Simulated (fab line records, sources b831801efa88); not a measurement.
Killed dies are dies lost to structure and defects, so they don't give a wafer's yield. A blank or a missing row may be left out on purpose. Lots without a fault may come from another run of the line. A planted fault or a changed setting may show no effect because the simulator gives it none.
Problem report in the 8D (eight disciplines) form, filled by code | flow gf180mcu | the parts of the form that need people (team, actions taken, sign-off) are left out

1. THE PROBLEM
run_length_s at GF_STI_SOFTBAKE_08 reads a mean of 97.50 s on 3 wafers of 2 lots; wafers without a fault read 89.25 s with a standard deviation of 0.17. That is +49 standard deviations from the usual mean.
The step: time 60 s.
First seen on wafer L693.4, day 3 12:23, on litho_track-01. The record holds 39 wafers of 13 lots with a number at this step. Rule for "out", or "out of limits": more than 4 standard deviations from the usual mean. The other wafers with a number count as sound.

2. WHAT IT IS AND WHAT IT IS NOT
question                    | is                     | is not
which readings at this step | run_length_s           | -
which lots                  | L693, L695             | L685, L686, L687, L697, L698, L700, L701, L702, L703, L704, L705
which wafers of those lots  | L693.4, L695.4, L695.6 | L693.2, L693.5, L695.2
read on which tools         | litho_track-01         | litho_track-02, litho_track-03
when                        | from day 3 12:23       | up to then (11 sound wafers); but 25 sound wafers of L695, L697, L698, L700, L701, L702, L703, L704, L705 came after

3. SUSPECTS, AND WHAT RULES EACH OUT
Counting: a tool at a process step up to the reading stays a suspect if it ran every lot that is out. Sound lots after the first of them don't rule it out here, since some wafers of a struck lot are sound.
- litho_track-01 at GF_STI_SOFTBAKE_08 (time 60 s): kept. It ran every lot that is out, first L693 (day 3 12:23); its last sound lot up to then is L686 (day 2 00:32). Its own readings are out on those wafers: run_length_s.
Left after counting: litho_track-01 at GF_STI_SOFTBAKE_08.

4. THE CAUSE (what the simulator had put in)
Process parameter drift: litho_track-01, from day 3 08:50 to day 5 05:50, at GF_STI_SOFTBAKE_08. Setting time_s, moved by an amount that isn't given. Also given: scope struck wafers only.
Counting left only this tool.

5. THE CHAIN OF EFFECTS, in route order
Each row: a reading whose mean over the struck wafers that have a number lies more than 3 standard deviations from the usual. Only readings for which the record gives a usual standard deviation are gone through. hours: the time from each lot's start at the first step in this table that gives one to its start at this step, as a median over the lots. sigmas: the change in usual standard deviations.
hours | step               | reading      | usual   | on struck wafers | change | sigmas
0     | GF_STI_SOFTBAKE_08 | run_length_s | 89.25 s | 97.50            | +8.25  | +49
The process steps in it:
- GF_STI_SOFTBAKE_08: time 60 s.
Later measuring or inspecting steps at which every struck wafer that the step has a row for has a number for every such reading, and none has moved that far: GF_MVPSD_TW_MEAS_11.

6. WHAT WOULD HAVE CAUGHT IT SOONER
In this record the first reading out of limits was taken at day 3 12:23, 4 hours after the fault began at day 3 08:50.
